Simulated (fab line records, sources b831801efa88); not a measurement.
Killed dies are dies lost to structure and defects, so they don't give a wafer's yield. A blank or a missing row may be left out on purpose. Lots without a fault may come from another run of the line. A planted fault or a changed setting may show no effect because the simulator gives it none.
One fault seen from 2 desks | flow sky130 | each desk has only its own numbers; what lay behind them comes last

THE TOOL OWNER'S DESK: pvd_sputter-02
The tool's own readings at SKY_METAL1_SPUTTER_02 (material AlCu, target thk 250 nm, time 13.3 s): means of the sampled wafers that have a number, for each lot that ran on this tool. A lot is out of limits, marked OUT, if its mean lies more than 4 standard deviations from the usual mean; the brackets give that distance.
Columns: A = cathode_dc_power_W at SKY_METAL1_SPUTTER_02, usual 10600 W; B = throttle_valve_pct at SKY_METAL1_SPUTTER_02, usual 29.9 %
lot  | first seen here | A                       | B
L772 | day 33 03:25    | 10601                   | 30.7
L773 | day 33 16:51    | 10599                   | 29.6
L775 | day 34 01:37    | 10601                   | 30.4
L784 | day 37 00:22    | 11243 (+99 or more) OUT | 31.0
L786 | day 37 15:03    | 11244 (+99 or more) OUT | 30.6
This desk's finding: out of limits on L784, L786; first on L784, day 37 00:22 (cathode_dc_power_W at SKY_METAL1_SPUTTER_02). In limits: L772, L773, L775.

THE METROLOGY DESK
What the gauges read, lot by lot, whatever tool the lot ran on: means of the sampled wafers that have a number. A lot is out of limits, marked OUT, if its mean lies more than 4 standard deviations from the usual mean; the brackets give that distance.
Columns: A = CONTACT_BOW at SKY_CONTACT_BOW_MEAS_05, usual 82 um; B = METAL1_ALCU_RS at SKY_METAL1_RS_MEAS_05, usual 0.1261 ohm/sq; C = METAL1_ALCU_THK at SKY_METAL1_THK_MEAS_06, usual 255 nm; D = METAL1_OVL at SKY_METAL1_OVL_MEAS_16, usual 7 nm
lot  | first seen here | A  | B                 | C              | D
L772 | day 31 23:41    | 78 | 0.1281            | 253            | 8
L773 | day 32 12:53    | 87 | 0.1262            | 255            | -0
L775 | day 32 23:37    | 73 | 0.1264            | 254            | 6
L776 | day 33 09:43    | 84 | 0.1275            | 252            | 9
L778 | day 34 02:51    | 87 | 0.1260            | 253            | 9
L780 | day 34 21:05    | 81 | 0.1240            | 260            | 4
L784 | day 35 20:22    | 89 | 0.1180 (-4.2) OUT | 272 (+4.1) OUT | 10
L786 | day 36 11:37    | 83 | 0.1193            | 270            | 7
L790 | day 37 10:34    | 86 | 0.1242            | 261            | 9
L791 | day 37 16:02    | 81 | 0.1281            | 250            | 9
This desk's finding: out of limits on L784; first on L784, day 37 00:30 (METAL1_ALCU_RS at SKY_METAL1_RS_MEAS_05). In limits: L772, L773, L775, L776, L778, L780, L786, L790, L791.

PUT TOGETHER
The tool owner's desk could have raised an alarm at day 37 00:22, on L784, L786.
The metrology desk could have raised an alarm at day 37 00:30, on L784.
The metrology desk has L786 on record, within its limits.
Of the lots named, all ran SKY_METAL1_SPUTTER_02 on pvd_sputter-02.

WHAT THE SIMULATOR HAD PUT IN
Process parameter drift: pvd_sputter-02, from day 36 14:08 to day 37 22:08, at SKY_METAL1_SPUTTER_02. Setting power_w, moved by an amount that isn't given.
Lots struck among those shown: L784, L786.
Hours from the fault's start to each desk's first reading out of limits: the tool owner's desk, 10; the metrology desk, 10.
